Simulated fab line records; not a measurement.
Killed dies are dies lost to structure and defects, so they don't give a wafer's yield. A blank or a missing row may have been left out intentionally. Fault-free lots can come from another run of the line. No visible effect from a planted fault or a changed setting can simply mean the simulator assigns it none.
A lot that was struck, set against a sound lot | flow sky130 | 16 steps out of a route of 708
Sound: the wafers L156.1, L156.2, L156.3. Wafers struck: L161.2, L161.4, L161.5. The cause is named last.
Order at every step that has rows: each side's tool, ch and its chambers, its first start. Under that, the readings that differ: sound wafers | struck wafers | difference of the means | sigmas: that difference in standard deviations of wafers without a fault.
alike: readings with means less than 2 such deviations apart, plus words and numbers identical on both sides. not compared: withheld readings, readings lacking a value on some wafer, bounds such as >300 that could conceal the same value, and numbers that have no deviation in the record and whose values overlap.
A row with sigmas, a row that says differs or no value, or rows on one side alone: a step with any of these is where the two part. Numbers that don't overlap but have no deviation are shown without sigmas and don't part them. Lack of a reading on every wafer of one side parts them only where that side has two or more wafers.

first, 1 step without rows for these wafers: SKY_VT_ADJUST_LVTN_IMPLANT_19.
SKY_VT_ADJUST_LVTN_STRIP_20: strips in O2/N2.
  sound on plasma asher-04 ch 0,1, day 10 12:20; struck on plasma asher-03 ch 0,1, day 11 21:50
  alike: drypump motor current A, o2 flow sccm, oes product au, strip time to endpoint s
  not compared: rf hours counter h
SKY_VT_ADJUST_LVTN_TW_MEAS_21:
  sound on film metro-03 at day 10 12:26; struck on film metro-03 at day 11 21:57
  alike: VT_ADJUST_LVTN_2_TW
then, 7 steps without rows for these wafers: SKY_VT_ADJUST_NCORE_DEHYDRATE_00 (time 60 s); SKY_VT_ADJUST_NCORE_HMDS_01 (prime time 60 s); SKY_VT_ADJUST_NCORE_COAT_02 (resist thk 1140 nm); SKY_VT_ADJUST_NCORE_SOFTBAKE_03 (time 60 s); SKY_VT_ADJUST_NCORE_EXPOSE_04 (exposes mask LVTN COMPLEMENT THIN, target cd 380 nm); SKY_VT_ADJUST_NCORE_PEB_05; SKY_VT_ADJUST_NCORE_DEVELOP_06 (develop time 60 s).
SKY_VT_ADJUST_NCORE_CD_MEAS_07 targets a cd of 380 nm.
  sound on cd sem-01 at day 11 11:06; struck on cd sem-01 at day 12 22:34
  alike: cd nm
SKY_VT_ADJUST_NCORE_OVL_MEAS_08:
  sound on overlay-01 at day 11 11:13; struck on overlay-02 at day 12 22:41
  alike: VT_ADJUST_NCORE_OVL
SKY_VT_ADJUST_NCORE_IMPLANT_09:
  sound on implanter-01 ch 0, day 11 11:16; struck on implanter-02 ch 0, day 12 22:44
  reading            | sound                            | struck                           | difference  | sigmas
  dose ions cm2      | 2.4012e+12 2.4011e+12 2.3981e+12 | 2.8961e+12 2.8978e+12 2.8966e+12 | +4.9670e+11 | +99 or more
  faraday current uA | 13.71 13.40 13.65                | 16.21 16.12 16.11                | +2.56       | +10
SKY_VT_ADJUST_NCORE_STRIP_10: strips in O2/N2.
  sound on plasma asher-02 ch 0,1, day 11 11:25; struck on plasma asher-02 ch 0,1, day 12 22:52
  alike: drypump motor current A, o2 flow sccm, oes product au, strip time to endpoint s
  not compared: rf hours counter h
SKY_VT_ADJUST_NCORE_TW_MEAS_11:
  sound on film metro-02 at day 11 11:31; struck on film metro-04 at day 12 23:11
  reading            | sound             | struck            | difference | sigmas
  VT_ADJUST_NCORE_TW | 221.2 221.1 220.9 | 233.7 234.1 234.2 | +12.9      | +11
  not compared: hold
-- here the record skips 36 days between the struck wafers' starts before and after, leaving off in module VT_ADJUST_NCORE and picking up in module PAD_OPEN (first step shown: number 708 of the route) --
SKY_PAD_OPEN_PROBE_99:
  sound on prober-02 at day 49 06:37; struck on prober-02 at day 49 09:43
  reading                                    | sound                         | struck                        | difference | sigmas
  model.etest.nfet_16v.r on ohm um           | 1.378e+04 1.368e+04 1.376e+04 | 1.498e+04 1.504e+04 1.494e+04 | +1.247e+03 |
  model.etest.pfet_16v.r on ohm um           | 1.521e+04 1.52e+04 1.548e+04  | 1.491e+04 1.481e+04 1.466e+04 | -5.033e+02 |
  model.etest.pfet g5v0d10v5.r on ohm um     | 4793 4762 4713                | 4477 4439 4500                | -284       |
  model.etest.tip p.rs ohm sq                | 6816 6792 6790                | 6677 6726 6691                | -101       |
  model.etest.res pwell under gate.rs ohm sq | 2316 2287 2284                | 2235 2243 2237                | -57        |
  model.etest.nfet g5v0d10v5.r on ohm um     | 1876 1866 1858                | 1935 1912 1933                | +60        |
  model.etest.tip_p_5v.rs ohm sq             | 2890 2906 2874                | 2847 2833 2845                | -48        |
  model.etest.tip_n_5v.rs ohm sq             | 1396 1387 1392                | 1450 1453 1451                | +60        |
  alike: killed_at_M0_to_M3, killed_at_M4_up, killed at contacts, killed at front end, killed at other, killed dies, killed open, killed short

WHERE THEY PART
At SKY_VT_ADJUST_NCORE_IMPLANT_09 first; at SKY_VT_ADJUST_NCORE_TW_MEAS_11 last (within this record only). Later steps at which nothing parts them and some readings are alike: SKY_PAD_OPEN_PROBE_99.

WHY: whatever the simulator had introduced
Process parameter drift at SKY_VT_ADJUST_NCORE_IMPLANT_09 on implanter-02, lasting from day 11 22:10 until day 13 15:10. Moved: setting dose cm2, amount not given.
